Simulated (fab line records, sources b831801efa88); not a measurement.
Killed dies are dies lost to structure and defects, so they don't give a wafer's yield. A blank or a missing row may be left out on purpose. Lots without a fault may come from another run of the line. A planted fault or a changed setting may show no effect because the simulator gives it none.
Which tool did it? | flow sfq_line | 15 lots, 43 wafers sampled, at 2 steps of a route of 325

WHAT THE GAUGES READ, wafer by wafer
The record holds no reading of a measuring or inspecting step that can be judged against a usual standard deviation.

WHICH TOOL RAN EACH LOT (tool, then ch and the chambers of the sampled wafers, then the start)
lot  | SFQ_TRILAYER_M0_LITHO_COAT_026    | SFQ_TRILAYER_M0_BARC_OPEN_METAL_ETCH_031
L352 | litho_track-03 ch 0, day 7 12:59  | rie_metal-03 ch 1, day 11 19:29
L354 | litho_track-02 ch 0, day 8 09:23  | rie_metal-02 ch 0,1, day 12 11:05
L355 | litho_track-03 ch 0, day 8 20:11  | rie_metal-03 ch 0,1, day 12 20:41
L356 | litho_track-02 ch 0, day 9 07:21  | rie_metal-02 ch 0,1, day 13 07:29
L357 | litho_track-01 ch 0, day 9 16:00  | rie_metal-04 ch 0,1, day 14 01:38
L358 | litho_track-01 ch 0, day 10 00:15 | rie_metal-03 ch 0, day 14 12:25
L361 | litho_track-01 ch 0, day 10 18:20 | rie_metal-03 ch 0,1, day 15 19:37
L362 | litho_track-01 ch 0, day 11 02:42 | rie_metal-03 ch 0, day 16 06:18
L363 | litho_track-01 ch 0, day 11 09:54 | rie_metal-03 ch 0,1, day 16 15:54
L369 | litho_track-03 ch 0, day 12 19:27 | rie_metal-04 ch 1, day 18 08:45
L370 | litho_track-03 ch 0, day 13 01:31 | rie_metal-02 ch 0,1, day 18 15:57
L372 | litho_track-01 ch 0, day 14 07:40 | rie_metal-03 ch 0,1, day 20 00:22
L373 | litho_track-01 ch 0, day 14 14:50 | rie_metal-02 ch 0,1, day 20 09:25
L374 | litho_track-01 ch 0, day 15 00:34 | rie_metal-02 ch 0,1, day 20 21:12
L375 | litho_track-02 ch 0, day 15 07:37 | rie_metal-02 ch 0,1, day 21 05:36
- SFQ_TRILAYER_M0_LITHO_COAT_026: resist thk 62 nm.
- SFQ_TRILAYER_M0_BARC_OPEN_METAL_ETCH_031: etches BARC in O2, target depth 125 nm, time 41.7 s.

WHAT THE TOOLS THEMSELVES READ (means of the sampled wafers that have a number; where no wafer has one, the mark that the record gives instead)
SFQ_TRILAYER_M0_BARC_OPEN_METAL_ETCH_031. Usual: drypump_motor_current_A 5.6 A, standard deviation 0.42; oes_product_au 0.684 a.u., standard deviation 0.0048.
lot  | tool         | drypump_motor_current_A (A) | oes_product_au (a.u.) | flag
L352 | rie_metal-03 | 5.8                         | 0.681                 |
L354 | rie_metal-02 | 6.1                         | 0.683                 |
L355 | rie_metal-03 | 5.7                         | 0.681                 |
L356 | rie_metal-02 | 5.7                         | 0.687                 |
L357 | rie_metal-04 | 5.3                         | 0.682                 |
L358 | rie_metal-03 | 5.5                         | 0.682                 |
L361 | rie_metal-03 | 5.7                         | 0.657                 | OFF
L362 | rie_metal-03 | 5.5                         | 0.642                 | OFF
L363 | rie_metal-03 | 5.7                         | 0.639                 | OFF
L369 | rie_metal-04 | 5.2                         | 0.685                 |
L370 | rie_metal-02 | 5.7                         | 0.690                 |
L372 | rie_metal-03 | 5.7                         | 0.684                 |
L373 | rie_metal-02 | 5.7                         | 0.681                 |
L374 | rie_metal-02 | 5.7                         | 0.685                 |
L375 | rie_metal-02 | 6.0                         | 0.684                 |

THE ANSWER, worked out from the rows above alone
Rule: a lot is off if the mean of its wafers that have a number lies more than 3 standard deviations from the usual mean. A lot without any number at a reading at which 4 lots or more have one is off too. The other lots that the step has rows for count as sound. The gauges are gone through in route order, then the tools' own readings, and for those a lot's mean is taken as printed above. The first step at which some lot is off is used, and at that step the reading that is off furthest; a lot without a number counts as furthest.
Off: L361, L362, L363, at SFQ_TRILAYER_M0_BARC_OPEN_METAL_ETCH_031 (oes_product_au).
A tool fits if, at that step or a process step before it, it ran every lot that is off, and no sound lot after the first of them. None of those tried fits.

WHAT THE SIMULATOR HAD PUT IN
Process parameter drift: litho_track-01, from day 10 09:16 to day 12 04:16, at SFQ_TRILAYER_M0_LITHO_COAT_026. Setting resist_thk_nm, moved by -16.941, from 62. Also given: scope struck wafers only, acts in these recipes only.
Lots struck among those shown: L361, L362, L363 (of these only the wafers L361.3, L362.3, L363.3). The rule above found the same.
